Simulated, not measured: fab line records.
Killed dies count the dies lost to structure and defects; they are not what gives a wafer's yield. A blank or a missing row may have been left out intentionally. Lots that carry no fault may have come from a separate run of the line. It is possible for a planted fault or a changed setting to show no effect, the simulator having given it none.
fab line records | flow sky130
[record] lots = 13 wafers = 39 last-day = 50
route steps=708 shown METAL2@488 VIA2@509 PAD_OPEN@708
lots untouched by any fault: they come from a run of this same line in which no faults occurred
start-h: hours from the record's opening day to when the first of the lot's shown wafers began | wait-h: hours elapsed since this lot's preceding step | " identical to the entry in the row above | L1.1+2: several wafers, shown together as one row | - no value, or no start given | * or withheld: withheld | < > ~ a bound
route shown NAME@n: a module of which the file shows steps, and the number in the route of the first | usual: average and standard deviation across the fault-free wafers | same: alike in all rows | chamber/n: place in a boat | sites: the reading at each site | _std_site: the standard deviation of these | _edge_site: mean of outer sites minus mean of inner sites | radius-mm: how far each site lies from the wafer's centre | mask NAME#n: copy n | behind: the tool/chamber that last shaped the wafer | hold: cause of the lot's hold/its duration in hours/its outcome | device: names the non-switching transistor (n, p or np) | end of line: tests of these same wafers at the route's end | a step with no rows: only its recipe | killed: at the first sort, the dies lost to defects and structure; wafer yield is something else | map: dies across one wafer; x = killed, . = not, _ = none there
set.NAME: setting as actually run; set.NAME@STEP: the setting as run at that earlier step | model.NAME: the simulator's own value behind a step, which no gauge read
one table for each step of the route and one row for each wafer, over a sample of lots
services: from which hour (start-h, from the record's first day; less than 0 if before it) a tool's chamber was out of use, for how many hours, and why
[[steps]]
[step SKY_METAL2_RS_MEAS_05]
[recipe] thk-meas-gauge = four-point-probe reads = TiN_of_METAL2_SPUTTER_04+Ti_of_METAL2_SPUTTER_03+AlCu_of_METAL2_SPUTTER_02+TiN_of_METAL2_SPUTTER_01+Ti_of_METAL2_SPUTTER_00
[usual] METAL2_ALCU_RS = 0.1266/0.0015
// columns lot.wafer tool chamber start-h wait-h METAL2_ALCU_RS[ohm/sq]
L160.2 film-metro-04 - 787.14 0.0 0.1244
L160.3 " - " " 0.1266
L160.4 " - " " 0.1281
L161.3 film-metro-02 - 800.67 0.1 0.1240
L161.5 " - " " 0.1250
L161.6 " - " " 0.1246
L164.2 film-metro-02 - 824.65 0.0 0.1277
L164.4 " - " " 0.1294
L164.5 " - " " 0.1285
L165.1 film-metro-03 - 849.77 0.0 0.1250
L165.3 " - " " 0.1247
L165.4 " - " " 0.1246
L167.1 film-metro-03 - 854.67 0.0 0.1292
L167.2 " - " " 0.1276
L167.4 " - " " 0.1285
L168.2 film-metro-04 - 860.11 0.0 0.1281
L168.4 " - " " 0.1292
L168.6 " - " " 0.1271
L169.3 film-metro-04 - 868.35 0.1 0.1271
L169.4 " - " " 0.1261
L169.5 " - " " 0.1261
L171.2 film-metro-02 - 879.40 0.0 0.1261
L171.3 " - " " 0.1256
L171.4 " - " " 0.1251
L172.4 film-metro-02 - 886.81 0.1 0.1260
L172.5 " - " " 0.1261
L172.6 " - " " 0.1264
L173.1 film-metro-03 - 892.12 0.0 0.1257
L173.4 " - " " 0.1273
L173.6 " - " " 0.1262
L181.1 film-metro-02 - 953.47 0.0 0.1278
L181.4 " - " " 0.1271
L181.5 " - " " 0.1272
L182.1 film-metro-03 - 955.08 0.0 0.1300
L182.3 " - " " 0.1278
L182.4 " - " " 0.1271
L183.2 film-metro-02 - 960.07 0.1 0.1264
L183.3 " - " " 0.1275
L183.6 " - " " 0.1269
[step SKY_VIA2_CMP_02]
[recipe] material = SiO2 down-force-psi = 4 platen-rpm = 60 pad-velocity-m-s = 0.94248
[usual] head-pressure-psi = 4.001/0.0078 motor-current-A = 11.5/1.3
// columns lot.wafer tool chamber start-h wait-h head-pressure-psi motor-current-A
L160.2 cmp-02 0 814.78 0.0 4.001 10.4
L160.3 " 1 " " 3.996 12.1
L160.4 " 3 " " 3.998 11.2
L161.3 cmp-01 2 828.60 0.2 4.003 10.4
L161.5 " 3 " " 4.000 14.1
L161.6 " 0 " " 4.001 10.4
L164.2 cmp-01 1 852.84 0.0 4.012 14.9
L164.4 " 0 " " 4.006 10.2
L164.5 " 1 " " 3.996 14.5
L165.4 cmp-02 1 876.77 0.0 4.003 11.5
L165.1 " 2 " " 4.001 10.1
L165.3 " 3 " " 4.010 11.7
L167.1 cmp-01 2 881.36 0.1 4.005 10.1
L167.4 " 0 " " 4.009 11.3
L167.2 " 1 " " 4.010 13.6
L168.4 cmp-02 0 886.67 0.0 3.998 10.9
L168.2 " 2 " " 3.999 10.6
L168.6 " 0 " " 3.993 11.2
L169.3 cmp-01 3 894.99 0.0 3.993 13.3
L169.4 " 0 " " 4.007 11.1
L169.5 " 3 " " 3.996 14.0
L171.2 cmp-01 0 906.42 0.3 4.007 11.2
L171.3 " 1 " " 4.008 14.3
L171.4 " 2 " " 4.003 10.8
L172.4 cmp-01 2 916.74 3.6 3.983 10.3
L172.5 " 3 " " 4.006 13.7
L172.6 " 0 " " 3.992 10.4
L173.4 cmp-01 2 918.69 0.1 4.007 10.1
L173.1 " 1 " " 4.002 14.3
L173.6 " 3 " " 4.005 13.3
L181.1 cmp-02 3 979.10 0.1 4.004 11.7
L181.4 " 2 " " 4.008 10.0
L181.5 " 0 " " 4.004 11.1
L182.3 cmp-01 2 980.33 0.0 4.002 10.5
L182.1 " 3 " " 3.997 13.4
L182.4 " 0 " " 4.011 10.7
L183.3 cmp-02 0 985.31 0.0 4.024 11.3
L183.2 " 3 " " 4.006 11.7
L183.6 " 1 " " 3.988 11.8
[step SKY_VIA2_DEVELOP_11]
[recipe] develop-time-s = 57.96 resist = KrF-thick dev-temp-c = 21
[usual] developer-temp-C = 21.03/0.11
[same] develop-time-s = 57.96
// columns lot.wafer tool chamber start-h wait-h developer-temp-C
L160.2 litho-track-01 0 840 - 21.09
L160.3 " 0 " " 21.16
L160.4 " 0 841 - 21.18
L161.3 litho-track-01 0 855 - 20.99
L161.5 " 0 " " 20.90
L161.6 " 0 " " 20.94
L164.2 litho-track-04 0 878 - 20.96
L164.4 " 0 " " 20.90
L164.5 " 0 879 - 21.07
L165.1 litho-track-02 0 903 - 20.88
L165.3 " 0 " " 20.91
L165.4 " 0 " " 20.96
L167.1 litho-track-01 0 908 - 20.98
L167.2 " 0 " " 20.99
L167.4 " 0 " " 21.08
L168.2 litho-track-01 0 912 - 21.22
L168.4 " 0 " " 21.03
L168.6 " 0 " " 21.13
L169.3 litho-track-02 0 920 - 20.87
L169.4 " 0 " " 21.06
L169.5 " 0 " " 20.99
L171.2 litho-track-01 0 931 - 21.62
L171.3 " 0 " " 21.93
L171.4 " 0 " " 21.75
L172.4 litho-track-04 0 940 - 21.08
L172.5 " 0 " " 20.80
L172.6 " 0 " " 21.01
L173.1 litho-track-01 0 943 - 21.69
L173.4 " 0 " " 21.53
L173.6 " 0 " " 21.58
L181.1 litho-track-04 0 1003 - 21.11
L181.4 " 0 " " 21.17
L181.5 " 0 " " 20.97
L182.1 litho-track-02 0 1003 - 21.06
L182.3 " 0 1004 - 21.31
L182.4 " 0 " " 21.13
L183.2 litho-track-04 0 1008 - 20.93
L183.3 " 0 " " 21.05
L183.6 " 0 " " 21.16
[step SKY_VIA2_CD_MEAS_12]
[recipe] target-cd-nm = 200
[usual] cd-nm = 199.5/1.3
// columns lot.wafer tool chamber start-h wait-h cd-nm
L160.2 cd-sem-01 - 841.17 - 198.6
L160.3 " - " " 198.8
L160.4 " - " " 198.8
L161.3 cd-sem-02 - 855.38 - 200.2
L161.5 " - " " 199.9
L161.6 " - " " 199.8
L164.2 cd-sem-02 - 879.08 - 198.9
L164.4 " - " " 197.5
L164.5 " - " " 198.4
L165.1 cd-sem-02 - 903.16 - 199.9
L165.3 " - " " 202.1
L165.4 " - " " 200.1
L167.1 cd-sem-01 - 908.19 - 200.1
L167.2 " - " " 200.8
L167.4 " - " " 199.8
L168.2 cd-sem-02 - 912.51 - 199.4
L168.4 " - " " 199.4
L168.6 " - " " 198.0
L169.3 cd-sem-02 - 920.30 - 199.2
L169.4 " - " " 198.9
L169.5 " - " " 199.7
L171.2 cd-sem-02 - 931.41 - 201.3
L171.3 " - " " 201.8
L171.4 " - " " 199.9
L172.4 cd-sem-02 - 940.62 - 199.9
L172.5 " - " " 199.9
L172.6 " - " " 199.6
L173.1 cd-sem-01 - 943.89 - 199.1
L173.4 " - " " 198.8
L173.6 " - " " 198.7
L181.1 cd-sem-02 - 1003.31 - 199.3
L181.4 " - " " 199.1
L181.5 " - " " 199.8
L182.1 cd-sem-02 - 1004.11 - 201.4
L182.3 " - " " 200.2
L182.4 " - " " 201.3
L183.2 cd-sem-01 - 1008.88 - 199.4
L183.3 " - " " 198.1
L183.6 " - " " 199.2
[step SKY_PAD_OPEN_PROBE_99]
[usual] defect-limited-yield = 82.6/2.1 killed_at_M0_to_M3 = 42/7.6 killed_at_M4_up = 3.4/2 killed-at-contacts = 24/5.9 killed-at-front-end = 16/4.5 killed-at-other = 0.4/0.58 killed-dies = 86/10 killed-open = 47/7.6 killed-short = 39/6.7 sort_bin_3_pad_short = 0.9/0.42 sort_bin_5_function = 10.3/1.7 sort_bin_6_memory = 6.2/1.2 sort-n-pass = 406/10 sort-yield-pct = 82.6/2.1
[same] gross-dies = 492 killed-at-back-side = 0 sort_bin_4_leakage[%] = 0 sort_bin_8_speed[%] = 0
// columns lot.wafer tool chamber start-h wait-h defect-limited-yield[%] killed_at_M0_to_M3 killed_at_M4_up killed-at-contacts killed-at-front-end killed-at-other killed-dies killed-open killed-short sort_bin_3_pad_short[%] sort_bin_5_function[%] sort_bin_6_memory[%] sort-n-pass sort-yield-pct[%]
L165.1 prober-02 - 1119.62 0.1 85.2 23 4 28 18 0 73 43 30 0.2 9.3 5.3 419 85.2
L165.3 prober-02 - 1119.72 0.2 82.5 40 5 23 18 0 86 49 37 2.0 10.6 4.9 406 82.5
L165.4 prober-02 - 1119.77 0.2 82.7 37 1 26 21 0 85 44 41 0.6 11.6 5.1 407 82.7
// killed by level:class
L165.1 CONTACT:geometric-particle:open=11 POLY_GATE:geometric-particle:short=6 POLY_GATE:geometric-particle:open=6 CONTACT:geometric-particle:short=5 LOCAL_INTERCONNECT:geometric-particle:short=5 LI_CONTACT:geometric-particle:open=4 VIA1:geometric-particle:open=4 VIA2:geometric-particle:open=4
L165.3 VIA1:geometric-particle:open=11 VIA3:geometric-particle:open=9 CONTACT:geometric-particle:open=8 LI_CONTACT:geometric-particle:open=6 VIA2:geometric-particle:open=6 METAL4:geometric-particle:short=5 POLY_GATE:geometric-particle:short=4 POLY_GATE:geometric-particle:open=4
L165.4 FIELD_ISO:geometric-particle:short=8 LI_CONTACT:geometric-particle:open=7 VIA1:geometric-particle:open=7 CONTACT:geometric-particle:open=7 METAL1:geometric-particle:short=7 CONTACT:geometric-particle:short=6 POLY_GATE:geometric-particle:open=5 VIA2:geometric-particle:open=5
[[services]]
// columns tool chamber start-h hours kind
cmp-02 - 799.31 1.3 repair
cmp-02 - 861.07 6.9 pm
cmp-01 - 868.17 2.9 pm
cmp-01 - 885.32 2.2 repair
cmp-02 - 893.98 1.6 repair
cmp-02 - 901.97 2.3 repair
cmp-02 - 905.63 22.8 pm
cmp-01 - 912.29 4.0 pm
cmp-01 - 916.29 - consumable-replace:conditioner
cmp-01 - 916.29 - consumable-replace:pad
cmp-01 - 945.81 3.7 repair
cmp-01 - 959.13 0.3 repair
cmp-01 - 966.18 3.9 repair
[[key]]
[first-sign] step = SKY_VIA2_DEVELOP_11 reading = developer-temp-C direction = up sigmas = 6.2 usual = * struck = *
effect none on later readings
met-at SKY_VIA2_DEVELOP_11
struck-lots L171,L173
[loop-trim] step = SKY_VIA2_EXPOSE_09 setting = dose lots = L173
not-acting-at SKY_METAL2_RS_MEAS_05,SKY_VIA2_CMP_02,SKY_VIA2_CD_MEAS_12
onset-between 912 931
[fault] kind = process-parameter-drift tool = litho-track-01 chamber = - onset-h = 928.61 steps = SKY_VIA2_DEVELOP_11 channel = dev-temp-c offset = * shape = step end-h = 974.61 acts-in = * stated = *
// loop-trim: a control loop set the setting to another value than it would have without faults
